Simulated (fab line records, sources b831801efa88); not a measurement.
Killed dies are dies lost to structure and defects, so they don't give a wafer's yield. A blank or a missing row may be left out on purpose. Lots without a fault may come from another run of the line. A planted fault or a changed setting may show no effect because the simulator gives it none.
fab line records | flow gf180mcu | part 2 of 2: steps 27 to 36 of 36
record lots=5 wafers=15 last_day=34
route steps=602 shown CONTACT@305 M1@315 V1@335
lots that met no fault: from a run of the same line without faults
start_h: hours from the record's first day to the start of the lot's first wafer shown | wait_h: hours since the lot's step before | " the same as in the row above | L1.1+2: a row that stands for several wafers | - no value, or no start given | * or withheld: withheld | < > ~ a bound
route shown NAME@n: a module of which the file shows steps, and the number in the route of the first | usual: mean/standard deviation of fault-free wafers | same: alike in all rows | chamber/n: place in a boat | sites: the reading at each site | _std_site: their standard deviation | _edge_site: outer sites' mean less inner sites' | radius_mm: how far each site lies from the wafer's centre | mask NAME#n: copy n | behind: the tool/chamber that last shaped the wafer | hold: why the lot was held/for how many hours/how that ended | device: the transistor (n, p or np) that didn't switch | end of line: the same wafers' tests at the end of the route | a step without rows: its recipe alone | killed: dies lost to structure and defects at the first sort, not the wafer's yield | map: a wafer's dies, x killed, . not, _ none there
set.NAME: the setting as run; set.NAME@STEP: as run at that earlier step | model.NAME: the simulator's own value behind a step, which no gauge read
lots at some steps of the route; a table a step, a row a wafer
services: from which hour (start_h, from the record's first day; less than 0 if before it) a tool's chamber was out of use, for how many hours, and why
## steps
# step GF_M1_METAL_ETCH_16
# recipe chemistry=Cl2/BCl3 mask_material=KrF target_depth_nm=750.8 stop_on=SiO2 pressure_mtorr=8 icp_w=800 bias_w=140 Cl2_flow_sccm=80 bcl3_flow_sccm=40 time_s=125.1
# usual drypump_motor_current_A=5.6/0.53 oes_product_au=0.990/0.0059 throttle_valve_pct=28.230/0.0092
# columns lot.wafer tool chamber start_h wait_h drypump_motor_current_A oes_product_au rf_hours_counter_h throttle_valve_pct
L075.1 rie_metal-04 1 389.51 0.0 5.2 0.991 4 28.237
L075.5 " 0 " " 6.0 0.993 - 28.230
L075.6 " 1 " " 5.1 0.984 - 28.233
L076.2 rie_metal-01 1 398.11 0.0 6.0 0.988 6 28.238
L076.4 " 1 " " 6.0 0.978 - 28.220
L076.6 " 1 " " 6.0 0.981 - 28.248
L079.3 rie_metal-01 1 428.44 0.1 6.0 0.985 - 28.240
L079.5 " 1 " " 6.0 0.987 - 28.225
L079.6 " 1 " " 6.0 0.992 - 28.216
L080.2 rie_metal-03 1 439.71 0.0 5.1 0.979 10 28.230
L080.3 " 1 " " 5.1 0.994 - 28.237
L080.6 " 0 " " 6.4 0.984 - 28.235
L097.2 rie_metal-03 1 581.30 0.0 5.1 0.982 1 28.231
L097.3 " 0 " " 6.4 0.997 - 28.227
L097.4 " 1 " " 5.1 0.981 - 28.230
# step GF_M1_STRIP_17
# recipe chemistry=O2/N2 power_w=1400 pressure_mtorr=1500 platen_temp_c=250 o2_flow_sccm=3000 n2_flow_sccm=300 overash_fraction=0.5
# usual drypump_motor_current_A=5.5/0.39 heater_power_w=342/17 oes_product_au=0.537/0.0047 strip_time_to_endpoint_s=7.38/0.042
# same overash_fraction=0.5
# columns lot.wafer tool chamber start_h wait_h drypump_motor_current_A heater_power_w oes_product_au rf_hours_counter_h strip_time_to_endpoint_s
L075.1 plasma_asher-03 1 389.64 0.1 5.1 378 0.541 71 7.36
L075.5 " 1 " " 5.1 367 0.542 - 7.35
L075.6 " 0 " " 5.7 320 0.540 - 7.38
L076.2 plasma_asher-04 0 398.24 0.1 5.8 358 0.535 76 7.42
L076.4 " 1 " " 4.8 327 0.540 - 7.42
L076.6 " 1 " " 4.8 329 0.537 - 7.42
L079.3 plasma_asher-01 1 428.65 0.2 5.3 341 0.531 - 7.35
L079.5 " 1 " " 5.3 336 0.539 - 7.35
L079.6 " 0 " " 6.0 352 0.539 - 7.34
L080.2 plasma_asher-01 0 439.83 0.1 6.0 359 0.539 64 7.39
L080.3 " 1 " " 5.4 341 0.536 - 7.37
L080.6 " 0 " " 6.0 353 0.550 - 7.40
L097.2 plasma_asher-01 0 581.43 0.1 6.0 347 0.541 81 7.40
L097.3 " 1 " " 5.4 347 0.536 - 7.35
L097.4 " 0 " " 6.0 347 0.547 - 7.49
# step GF_M1_STRIP_18
# recipe chemistry=post_etch_residue_remover time_s=1200 temp_c=72.5
# columns lot.wafer tool chamber start_h wait_h
L075.1+5+6 wet_bench-03 2 389.74 0.1
L076.2+4+6 wet_bench-04 1 398.34 0.1
L079.3+5+6 wet_bench-04 2 428.72 0.0
L080.2+3+6 wet_bench-01 3 439.93 0.1
L097.2+3+4 wet_bench-01 0 581.53 0.1
# step GF_M1_CLEAN_19
# recipe chemistry=DIW dry=n2_spin
# columns lot.wafer tool chamber start_h wait_h
L075.1+5+6 wet_bench-01 3 390.08 0.0
L076.2+4+6 wet_bench-03 2 398.71 0.0
L079.3+5+6 wet_bench-04 2 429.06 0.0
L080.2+3+6 wet_bench-04 2 440.31 0.0
L097.2+3+4 wet_bench-04 3 581.87 0.0
# step GF_V1_CVD_00
# recipe material=SiO2 target_thk_nm=600 sigma_open_frac=0.3 temp_c=400 time_s=100 sih4_flow_sccm=60 pressure_mtorr=6
# usual sih4_flow_sccm=59.99/0.18
# columns lot.wafer tool chamber start_h wait_h sih4_flow_sccm
L075.1 hdpcvd-02 1 390.17 0.0 59.98
L075.5 " 0 " " 59.71
L075.6 " 2 " " 60.04
L076.2 hdpcvd-01 0 398.80 0.0 59.83
L076.4 " 1 " " 59.79
L076.6 " 0 " " 60.02
L079.3 hdpcvd-01 0 429.15 0.0 59.81
L079.5 " 1 " " 60.05
L079.6 " 0 " " 59.89
L080.2 hdpcvd-02 1 440.49 0.0 59.86
L080.3 " 0 " " 59.90
L080.6 " 2 " " 59.67
L097.2 hdpcvd-01 0 581.97 0.0 59.61
L097.3 " 1 " " 59.92
L097.4 " 0 " " 60.04
# step GF_V1_THK_MEAS_01
# recipe reads=SiO2_of_V1_CVD_00
# usual V1_CVD_00_THK=605/5.6
# columns lot.wafer tool chamber start_h wait_h V1_CVD_00_THK[nm]
L075.1 film_metro-02 - 390.24 0.0 610
L075.5 " - " " 602
L075.6 " - " " 602
L076.2 film_metro-01 - 398.88 0.0 613
L076.4 " - " " 597
L076.6 " - " " 615
L079.3 film_metro-01 - 429.24 0.1 609
L079.5 " - " " 602
L079.6 " - " " 613
L080.2 film_metro-04 - 440.57 0.0 598
L080.3 " - " " 610
L080.6 " - " " 603
L097.2 film_metro-04 - 582.05 0.0 611
L097.3 " - " " 607
L097.4 " - " " 612
# step GF_V1_CVD_02
# recipe material=SiO2 target_thk_nm=850 precursor=TEOS temp_c=400 time_s=94.851 rf_w=600
# usual heater_power_w=643/100
# columns lot.wafer tool chamber start_h wait_h heater_power_w
L075.1 pecvd-04 2 390.30 0.1 668
L075.5 " 2 " " 524
L075.6 " 0 " " 503
L076.2 pecvd-03 1 398.93 0.0 674
L076.4 " 0 " " 746
L076.6 " 1 " " 728
L079.3 pecvd-04 0 429.28 0.0 495
L079.5 " 1 " " 673
L079.6 " 0 " " 555
L080.2 pecvd-04 0 440.62 0.0 545
L080.3 " 2 " " 672
L080.6 " 0 " " 591
L097.2 pecvd-03 2 582.10 0.0 807
L097.3 " 0 " " 765
L097.4 " 1 " " 731
# step GF_V1_THK_MEAS_03
# recipe reads=SiO2_of_V1_CVD_02
# usual V1_CVD_02_THK=852/12
# columns lot.wafer tool chamber start_h wait_h V1_CVD_02_THK[nm]
L075.1 film_metro-01 - 390.37 0.0 849
L075.5 " - " " 864
L075.6 " - " " 872
L076.2 film_metro-01 - 399.01 0.0 838
L076.4 " - " " 851
L076.6 " - " " 855
L079.3 film_metro-01 - 429.37 0.1 855
L079.5 " - " " 854
L079.6 " - " " 859
L080.2 film_metro-04 - 440.70 0.0 845
L080.3 " - " " 845
L080.6 " - " " 874
L097.2 film_metro-02 - 582.18 0.0 837
L097.3 " - " " 830
L097.4 " - " " 843
# step GF_V1_CMP_04
# recipe material=SiO2 down_force_psi=4 platen_rpm=60 pad_velocity_m_s=0.94248
# usual motor_current_A=12.2/1.2 time_to_endpoint_s=81/5.4
# columns lot.wafer tool chamber start_h wait_h motor_current_A time_to_endpoint_s
L075.1 cmp-02 3 390.58 0.2 10.8 84
L075.5 " 0 " " 11.3 83
L075.6 " 1 " " 11.4 83
L076.4 cmp-02 1 399.06 0.0 12.1 77
L076.2 " 3 " " 10.9 80
L076.6 " 2 " " 11.3 81
L079.3 cmp-01 3 429.56 0.2 12.9 90
L079.5 " 0 " " 13.7 86
L079.6 " 1 " " 13.7 85
L080.2 cmp-01 1 440.80 0.1 13.9 76
L080.3 " 3 " " 12.8 82
L080.6 " 1 " " 14.3 90
L097.3 cmp-01 0 582.23 0.0 14.4 74
L097.2 " 1 " " 13.3 75
L097.4 " 3 " " 12.9 86
# step GF_V1_BOW_MEAS_05
# recipe mode=bow
# usual V1_BOW=84/7
# columns lot.wafer tool chamber start_h wait_h V1_BOW[um]
L075.1 film_metro-02 - 390.73 0.1 82
L075.5 " - " " 69
L075.6 " - " " 87
L076.2 film_metro-04 - 399.38 0.2 93
L076.4 " - " " 83
L076.6 " - " " 80
L079.3 film_metro-04 - 429.75 0.1 85
L079.5 " - " " 80
L079.6 " - " " 84
L080.2 film_metro-04 - 441.07 0.2 89
L080.3 " - " " 83
L080.6 " - " " 89
L097.2 film_metro-01 - 582.55 0.2 86
L097.3 " - " " 84
L097.4 " - " " 87
## services
# columns tool chamber start_h hours kind
wet_bench-02 - 349.25 1.2 repair
krf_scanner-02 - 353.90 1.3 pm
krf_scanner-02 - 355.20 0.8 pm
pvd_sputter-01 - 355.64 2.4 repair
cmp-02 - 369.11 14.0 pm
krf_scanner-02 - 378.63 1.0 pm
plasma_asher-01 - 382.00 28.1 pm
cmp-02 - 410.04 4.0 pm
krf_scanner-02 - 440.95 5.3 repair
cmp-02 - 466.08 1.1 repair
cmp-01 - 467.56 4.9 pm
wet_bench-04 - 469.34 1.9 pm
cmp-01 - 481.50 1.6 repair
cmp-02 - 503.12 0.3 repair
wet_bench-03 - 512.54 4.4 pm
cmp-01 - 520.55 6.6 pm
krf_scanner-02 - 522.98 0.8 pm
krf_scanner-02 - 529.43 1.3 pm
krf_scanner-02 - 541.98 0.3 repair
krf_scanner-02 - 547.63 1.0 pm
pvd_sputter-02 - 548.79 4.1 repair
cmp-01 - 572.30 4.0 pm
pvd_sputter-02 - 572.94 3.3 repair
pvd_sputter-04 - 580.08 1.3 repair
